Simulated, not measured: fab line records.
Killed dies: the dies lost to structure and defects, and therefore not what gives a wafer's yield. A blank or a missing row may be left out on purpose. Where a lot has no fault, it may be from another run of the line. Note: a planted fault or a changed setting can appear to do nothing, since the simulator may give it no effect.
A lot that was struck, set against a sound lot -- flow sky130 -- 43 steps out of a route of 708
Sound: wafers L240.2, L240.3, L240.6. The struck wafers were L250.3, L250.5, L250.6. Last of all comes the cause.
Order at every step that has rows: each side's tool, ch and its chambers, its first start. Under that, the readings that differ: sound wafers -- struck wafers -- difference of the means -- sigmas: that difference in standard deviations of wafers without a fault.
alike: words and numbers the same on both sides, and readings whose means are apart by under 2 such deviations; not compared: readings that were withheld, readings missing a value for some wafer, numbers with overlapping values and no deviation given by the record, and bounds like >300 which may hide the same value.
A row with sigmas, a row that says differs or no value, or rows on one side alone: a step with any of these is where the two part. Numbers that have no deviation but don't overlap get no sigmas and don't part them. A reading that every wafer of one side lacks parts them only if that side has two wafers or more.

first, 4 steps without rows for these wafers: SKY_LDD_LDN_SOFTBAKE_03 (time 60 s); SKY_LDD_LDN_EXPOSE_04 (exposes mask LDNTM, target cd 700 nm); SKY_LDD_LDN_PEB_05; SKY_LDD_LDN_DEVELOP_06 (develop time 60 s).
SKY_LDD_LDN_OVL_MEAS_07:
  sound on overlay-01, day 26 15:26; struck on overlay-02, day 28 18:54
  alike: LDD_LDN_OVL
then, 5 steps without rows for these wafers: SKY_LDD_LDN_IMPLANT_08; SKY_LDD_LDN_IMPLANT_09; SKY_LDD_LDN_IMPLANT_10; SKY_LDD_LDN_IMPLANT_11; SKY_LDD_LDN_STRIP_12 (strips in O2/N2).
SKY_LDD_LDN_TW_MEAS_13:
  sound on film metro-03, day 26 16:12; struck on film metro-01, day 28 19:38
  alike: LDD_LDN_TW
then, 1 step without rows for these wafers: SKY_LDD_LDN_CLEAN_14 (cleans in SC1/SC2, time 150 s).
SKY_SPACER_CVD_00: deposits Si3N4 from DCS/NH3, target thk 43.1 nm, time 740 s.
  sound on lpcvd-02 ch 1, day 26 18:15; struck on lpcvd-02 ch 0, day 28 19:44
SKY_SPACER_THK_MEAS_01:
  sound on film metro-02, day 26 19:28; struck on film metro-02, day 28 21:34
  alike: SPACER_CVD_00_THK
SKY_SPACER_ETCHBACK_02: etches Si3N4 in CH3F/O2, stops on SiO2, time 46.7 s, target depth 45 nm.
  sound on rie diel-04 ch 0,2, day 26 19:31; struck on rie diel-03 ch 1,2, day 28 21:36
  alike: drypump motor current A, oes product au, throttle valve pct
  not compared: rf hours counter h
then, 8 steps without rows for these wafers: SKY_POLY_CUT_DEHYDRATE_00 (time 60 s); SKY_POLY_CUT_HMDS_01 (prime time 60 s); SKY_POLY_CUT_COAT_02 (resist thk 60 nm); SKY_POLY_CUT_COAT_03 (resist thk 450 nm); SKY_POLY_CUT_SOFTBAKE_04 (time 90 s); SKY_POLY_CUT_EXPOSE_05 (exposes mask NPCM, target cd 270 nm); SKY_POLY_CUT_PEB_06; SKY_POLY_CUT_DEVELOP_07 (develop time 60 s).
SKY_POLY_CUT_CD_MEAS_08 targets a cd of 270 nm.
  sound on cd sem-01, day 28 00:18; struck on cd sem-01, day 30 01:28
  alike: cd nm
SKY_POLY_CUT_OVL_MEAS_09:
  sound on overlay-01, day 28 00:25; struck on overlay-02, day 30 01:34
  alike: POLY_CUT_OVL
SKY_POLY_CUT_ETCH_10: etches BARC in N2/H2, stops on SiO2, time 47.51 s, target depth 60 nm.
  sound on rie diel-02 ch 1,2,3, day 28 00:26; struck on rie diel-03 ch 0,2,3, day 30 01:35
  alike: drypump motor current A, h2 flow sccm, oes product au, throttle valve pct
  not compared: rf hours counter h
SKY_POLY_CUT_ETCH_11: etches Si3N4 in CF4/CH2F2/Ar, stops on poly-Si, time 42.5 s, target depth 60 nm.
  sound on rie diel-02 ch 1,2,3, day 28 00:29; struck on rie diel-03 ch 0,2,3, day 30 01:38
  alike: drypump motor current A, oes product au, throttle valve pct
  not compared: rf hours counter h
SKY_POLY_CUT_STRIP_12: strips in O2/N2.
  sound on plasma asher-02 ch 0,1, day 28 00:31; struck on plasma asher-04 ch 0,1, day 30 01:42
reading,sound,struck,difference,sigmas
o2 flow sccm (sccm),3018 3007 3004,2987 2996 2986,-20,-2
  alike: drypump motor current A, oes product au, strip time to endpoint s
  not compared: rf hours counter h
then, 7 steps without rows for these wafers: SKY_SD_P_DEHYDRATE_00 (time 60 s); SKY_SD_P_HMDS_01 (prime time 60 s); SKY_SD_P_COAT_02 (resist thk 1140 nm); SKY_SD_P_SOFTBAKE_03 (time 60 s); SKY_SD_P_EXPOSE_04 (exposes mask PSDM, target cd 380 nm); SKY_SD_P_PEB_05; SKY_SD_P_DEVELOP_06 (develop time 60 s).
SKY_SD_P_CD_MEAS_07 targets a cd of 380 nm.
  sound on cd sem-02, day 29 04:13; struck on cd sem-02, day 31 09:53
  alike: cd nm
SKY_SD_P_OVL_MEAS_08:
  sound on overlay-01, day 29 04:19; struck on overlay-01, day 31 09:59
reading,sound,struck,difference,sigmas
SD_P_OVL (nm),0.4 1.2 2.4,-1.8 -1.9 -0.2,-2.6,-2
following that, these wafers have no rows for 1 step: SKY_SD_P_IMPLANT_09.
SKY_SD_P_STRIP_10: strips in O2/N2.
  sound on plasma asher-01 ch 0,1, day 29 04:29; struck on plasma asher-02 ch 0,1, day 31 10:11
  alike: drypump motor current A, o2 flow sccm, oes product au, strip time to endpoint s
  not compared: rf hours counter h
SKY_SD_P_TW_MEAS_11:
  sound on film metro-04, day 29 04:36; struck on film metro-01, day 31 10:17
  alike: SD_P_TW
then, 2 steps without rows for these wafers: SKY_RES_XHIGH_DEHYDRATE_00 (time 60 s); SKY_RES_XHIGH_HMDS_01 (prime time 60 s).
-- record jumps: 18 days separate the struck wafers' starts on either side; left off in module RES_XHIGH, taken up again in module PAD_OPEN, whose first shown step is the route's number 708 --
SKY_PAD_OPEN_PROBE_99:
  sound on prober-01, day 48 09:46; struck on prober-02, day 49 16:38
reading,sound,struck,difference,sigmas
killed at front end,14 14 9,70 61 65,+53,+12
killed dies,81 89 111,140 141 136,+45,+5
  alike: killed_at_M0_to_M3, killed_at_M4_up, killed at contacts, killed at other, killed open, killed short

## WHERE THEY PART
Earliest at SKY_POLY_CUT_STRIP_12; latest, in this record, at SKY_PAD_OPEN_PROBE_99.

WHY: what had been put in by the simulator
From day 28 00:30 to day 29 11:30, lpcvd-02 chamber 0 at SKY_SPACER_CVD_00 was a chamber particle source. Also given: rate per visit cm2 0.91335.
